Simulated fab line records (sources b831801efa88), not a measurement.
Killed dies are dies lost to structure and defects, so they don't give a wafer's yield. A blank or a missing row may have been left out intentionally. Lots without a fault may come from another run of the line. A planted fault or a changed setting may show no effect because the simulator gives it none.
fab line records	flow sky130
record lots=13	wafers=39	last-day=50
route steps=708 shown FIELD_ISO@19 VIA2@528 METAL3@567 VIA3@574
lots that met no fault: taken from a fault-free run of the same line
start-h: start of the lot's first displayed wafer, in hours after the record's first day	wait-h: time in hours since the lot's previous step	" unchanged from the row above	L1.1+2: a single row standing in for several wafers	- no value present, or no start provided	* or withheld: withheld	< > ~ a bound
route shown NAME@n: a module of which the file shows steps, and the number in the route of the first	usual: mean and standard deviation over wafers with no fault	same: alike in all rows	chamber/n: place in a boat	sites: per-site readings	_std_site: standard deviation across them	_edge_site: inner sites' mean taken away from outer sites' mean	radius-mm: how far each site lies from the wafer's centre	mask NAME#n: copy n	behind: the tool/chamber that last shaped the wafer	hold: cause of the lot's hold/its duration in hours/its outcome	device: which transistor (n, p or np) failed to switch	end of line: tests run on the same wafers once the route is complete	a step with no rows: only its recipe	killed: count of dies lost to structure and defects at first sort (not the wafer's yield)	map: the dies of a wafer, with x for killed, . for not killed, _ for no die there
set.NAME: setting as actually run; set.NAME@STEP: the setting as run at that earlier step	model.NAME: the simulator's own value behind a step, which no gauge read
the route's steps for a sample of lots (tables are steps, rows are wafers)
services: the hour from which a tool's chamber was out of use, counted from the record's first day as start-h (under 0 if before that day), plus the number of hours and why
## steps
# step SKY_FIELD_ISO_WET_ETCH_18
# recipe chemistry=H3PO4	target-depth-nm=25	temp-c=160	target=Si3N4	time-s=286
# usual bath-guard-temp-C=160.1/0.39	run-length-s=314/3.8
lot.wafer	tool	chamber	start-h	wait-h	bath-guard-temp-C	run-length-s
L883.1	wet-bench-02	1	28.11	0.0	159.8	313
L883.5	"	1	"	"	159.7	313
L883.6	"	1	"	"	160.0	313
L884.3	wet-bench-01	3	36.96	0.0	160.0	320
L884.5	"	3	"	"	160.0	320
L884.6	"	3	"	"	159.8	320
L885.1	wet-bench-01	0	42.82	0.0	160.6	310
L885.2	"	0	"	"	160.3	310
L885.4	"	0	"	"	160.1	310
L886.1	wet-bench-03	3	47.88	0.0	159.4	320
L886.4	"	3	"	"	159.8	320
L886.6	"	3	"	"	160.0	320
L887.2	wet-bench-03	2	53.08	0.0	159.9	321
L887.3	"	2	"	"	160.4	321
L887.5	"	2	"	"	159.7	321
L889.1	wet-bench-01	1	60.45	0.0	160.4	312
L889.2	"	1	"	"	160.3	312
L889.6	"	1	"	"	160.2	312
L890.4	wet-bench-03	2	65.12	0.0	160.7	451
L890.5	"	2	"	"	160.5	451
L890.6	"	2	"	"	159.9	451
L891.1	wet-bench-02	0	71.08	0.0	159.7	313
L891.4	"	0	"	"	159.8	313
L891.5	"	0	"	"	159.5	313
L897.2	wet-bench-03	0	100.82	0.0	160.7	447
L897.4	"	0	"	"	160.4	447
L897.5	"	0	"	"	160.4	447
L898.3	wet-bench-01	1	107.75	0.0	160.5	312
L898.4	"	1	"	"	160.2	312
L898.6	"	1	"	"	160.5	312
L899.3	wet-bench-02	3	112.87	0.0	159.8	320
L899.5	"	3	"	"	160.1	320
L899.6	"	3	"	"	159.5	320
L901.1	wet-bench-01	1	123.18	0.0	160.6	312
L901.2	"	1	"	"	160.1	312
L901.4	"	1	"	"	160.3	312
L906.1	wet-bench-02	2	153.27	0.0	160.4	320
L906.2	"	2	"	"	160.4	320
L906.6	"	2	"	"	160.3	320
# step SKY_VIA2_CVD_21
# recipe material=W	target-thk-nm=420	time-s=126.4	temp-c=400	pressure-torr=40
# usual heater-power-outer-w=484/18	heater-power-w=798/54
lot.wafer	tool	chamber	start-h	wait-h	heater-power-outer-w	heater-power-w
L883.1	cvd-w-02	1	843.23	0.0	500	841
L883.5	"	1	"	"	486	824
L883.6	"	0	"	"	496	896
L884.3	cvd-w-02	1	852.23	0.1	506	834
L884.5	"	1	"	"	495	813
L884.6	"	0	"	"	499	883
L885.1	cvd-w-02	1	859.59	0.0	486	841
L885.2	"	0	"	"	493	869
L885.4	"	1	"	"	506	819
L887.2	cvd-w-02	1	868.49	0.0	494	813
L887.3	"	1	"	"	499	838
L887.5	"	0	"	"	501	890
L886.1	cvd-w-01	0	869.87	0.0	454	701
L886.4	"	1	"	"	496	790
L886.6	"	1	"	"	492	763
L889.1	cvd-w-02	1	892.17	0.0	512	843
L889.2	"	0	"	"	498	884
L889.6	"	0	"	"	497	875
L890.4	cvd-w-01	1	900.14	0.1	479	790
L890.5	"	1	"	"	490	774
L890.6	"	0	"	"	460	716
L891.1	cvd-w-01	1	914.18	0.0	499	779
L891.4	"	1	"	"	498	760
L891.5	"	0	"	"	461	722
L897.2	cvd-w-02	0	952.86	0.0	472	849
L897.4	"	1	"	"	512	834
L897.5	"	0	"	"	459	846
L898.3	cvd-w-02	1	960.99	0.1	490	800
L898.4	"	0	"	"	460	829
L898.6	"	0	"	"	462	820
L899.3	cvd-w-01	0	964.87	0.1	464	703
L899.5	"	1	"	"	501	789
L899.6	"	0	"	"	462	710
L901.1	cvd-w-02	0	977.87	0.0	474	820
L901.2	"	1	"	"	491	841
L901.4	"	0	"	"	480	855
L906.1	cvd-w-02	1	1004.12	0.0	507	836
L906.2	"	0	"	"	468	813
L906.6	"	0	"	"	481	840
# step SKY_METAL3_ETCH_17
# recipe target=SiO2	stop-on=TiN	chemistry=C4F8/O2/Ar	source-w=1500	bias-w=1200	pressure-mtorr=40	c4f8-flow-sccm=withheld	O2_flow_sccm=6	Ar_flow_sccm=300	time-s=3.9	target-depth-a=150
# usual oes-product-au=0.754/0.0069
lot.wafer	tool	chamber	start-h	wait-h	oes-product-au	rf-hours-counter-h
L883.1	rie-diel-01	0	896.75	0.2	0.753	11
L883.5	"	3	"	"	0.756	-
L883.6	"	0	"	"	0.753	-
L884.3	rie-diel-03	0	905.52	0.0	0.742	11
L884.5	"	0	"	"	0.753	-
L884.6	"	3	"	"	0.750	-
L885.1	rie-diel-02	0	911.92	0.1	0.755	4
L885.2	"	3	"	"	0.756	1
L885.4	"	0	"	"	0.757	-
L887.2	rie-diel-01	3	920.72	0.1	0.759	13
L887.3	"	0	"	"	0.746	12
L887.5	"	1	"	"	0.753	-
L886.1	rie-diel-03	1	922.74	0.1	0.759	16
L886.4	"	3	"	"	0.756	6
L886.6	"	3	"	"	0.755	-
L889.1	rie-diel-03	0	944.43	0.1	0.761	12
L889.2	"	3	"	"	0.770	7
L889.6	"	0	"	"	0.763	-
L890.4	rie-diel-01	3	951.52	0.0	0.769	14
L890.5	"	2	"	"	0.767	-
L890.6	"	3	"	"	0.770	-
L891.1	rie-diel-02	3	964.59	0.1	0.755	2
L891.4	"	2	"	"	0.752	21
L891.5	"	1	"	"	0.752	-
L897.2	rie-diel-02	0	1001.44	0.1	0.755	6
L897.4	"	3	"	"	0.758	3
L897.5	"	0	"	"	0.768	-
L898.3	rie-diel-03	1	1010.78	0.0	0.742	18
L898.4	"	0	"	"	0.759	14
L898.6	"	3	"	"	0.752	-
L899.3	rie-diel-02	0	1012.19	0.0	0.749	7
L899.5	"	3	"	"	0.758	-
L899.6	"	0	"	"	0.759	-
L901.1	rie-diel-02	1	1025.54	0.1	0.750	23
L901.2	"	0	"	"	0.753	7
L901.4	"	3	"	"	0.755	4
L906.1	rie-diel-03	3	1050.39	0.1	0.756	9
L906.2	"	2	"	"	0.751	6
L906.6	"	0	"	"	0.739	-
# step SKY_VIA3_THK_MEAS_01
# recipe reads=SiO2_of_VIA3_HDPCVD_00
# usual VIA3_HDPCVD_THK=1633/15
lot.wafer	tool	chamber	start-h	wait-h	VIA3_HDPCVD_THK[nm]
L883.1	film-metro-04	-	897.70	0.1	1638
L883.5	"	-	"	"	1637
L883.6	"	-	"	"	1627
L884.3	film-metro-03	-	906.49	0.1	1615
L884.5	"	-	"	"	1631
L884.6	"	-	"	"	1608
L885.1	film-metro-03	-	912.94	0.1	1632
L885.2	"	-	"	"	1637
L885.4	"	-	"	"	1623
L887.2	film-metro-04	-	921.69	0.1	1610
L887.3	"	-	"	"	1611
L887.5	"	-	"	"	1618
L886.1	film-metro-04	-	923.70	0.1	1631
L886.4	"	-	"	"	1651
L886.6	"	-	"	"	1631
L889.1	film-metro-01	-	945.99	0.1	1614
L889.2	"	-	"	"	1616
L889.6	"	-	"	"	1614
L890.4	film-metro-01	-	952.53	0.0	1619
L890.5	"	-	"	"	1623
L890.6	"	-	"	"	1620
L891.1	film-metro-01	-	965.55	0.1	1638
L891.4	"	-	"	"	1662
L891.5	"	-	"	"	1638
L897.2	film-metro-01	-	1002.58	0.1	1629
L897.4	"	-	"	"	1635
L897.5	"	-	"	"	1649
L898.3	film-metro-03	-	1011.75	0.1	1651
L898.4	"	-	"	"	1646
L898.6	"	-	"	"	1645
L899.3	film-metro-01	-	1013.25	0.1	1618
L899.5	"	-	"	"	1617
L899.6	"	-	"	"	1638
L901.1	film-metro-01	-	1026.54	0.1	1660
L901.2	"	-	"	"	1665
L901.4	"	-	"	"	1659
L906.1	film-metro-03	-	1051.35	0.1	1625
L906.2	"	-	"	"	1623
L906.6	"	-	"	"	1654
## services
tool	chamber	start-h	hours	kind
rie-diel-02	1	41.29	5.4	repair
rie-diel-03	3	55.72	8.0	repair
rie-diel-03	0	78.77	6.4	repair
rie-diel-02	-	82.18	0.1	repair
rie-diel-03	-	86.76	2.9	repair
rie-diel-02	3	99.55	10.3	repair
rie-diel-03	3	107.63	7.7	repair
rie-diel-03	-	120.12	0.6	repair
rie-diel-02	2	179.84	7.0	repair
rie-diel-03	1	190.01	2.6	repair
cvd-w-02	-	195.68	6.0	pm
cvd-w-02	-	206.74	2.5	repair
rie-diel-03	0	221.02	4.4	repair
rie-diel-02	-	249.38	3.1	repair
rie-diel-03	-	286.21	14.6	pm
cvd-w-02	-	292.28	0.9	repair
rie-diel-03	-	307.00	1.7	repair
cvd-w-02	0	511.62	5.1	repair
cvd-w-02	1	516.60	7.0	repair
cvd-w-02	-	554.32	6.9	pm
cvd-w-02	-	651.03	2.0	repair
cvd-w-02	-	775.80	2.8	pm
cvd-w-02	-	904.00	14.0	pm
cvd-w-02	0	962.70	2.9	repair
## key
first-sign step=SKY_FIELD_ISO_WET_ETCH_18	reading=run-length-s	direction=up	sigmas=36	usual=*	struck=*
effect none on later readings
met-at SKY_FIELD_ISO_WET_ETCH_18
struck-lots L890,L897
tester-left-out L890,L897
not-acting-at SKY_VIA2_CVD_21,SKY_METAL3_ETCH_17,SKY_VIA3_THK_MEAS_01
onset-between 53.08 65.12
fault kind=process-parameter-drift	tool=wet-bench-03	chamber=-	onset-h=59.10	steps=SKY_FIELD_ISO_WET_ETCH_18	channel=time-s	offset=*	shape=step	end-h=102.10	acts-in=*	stated=*
# tester-left-out: of these lots the tester's yield and bins aren't shown, on N5 and GAA mostly nor the transistor test; their killed dies are dies lost to structure and defects alone, not to doping, threshold or leakage, so they don't give the yield
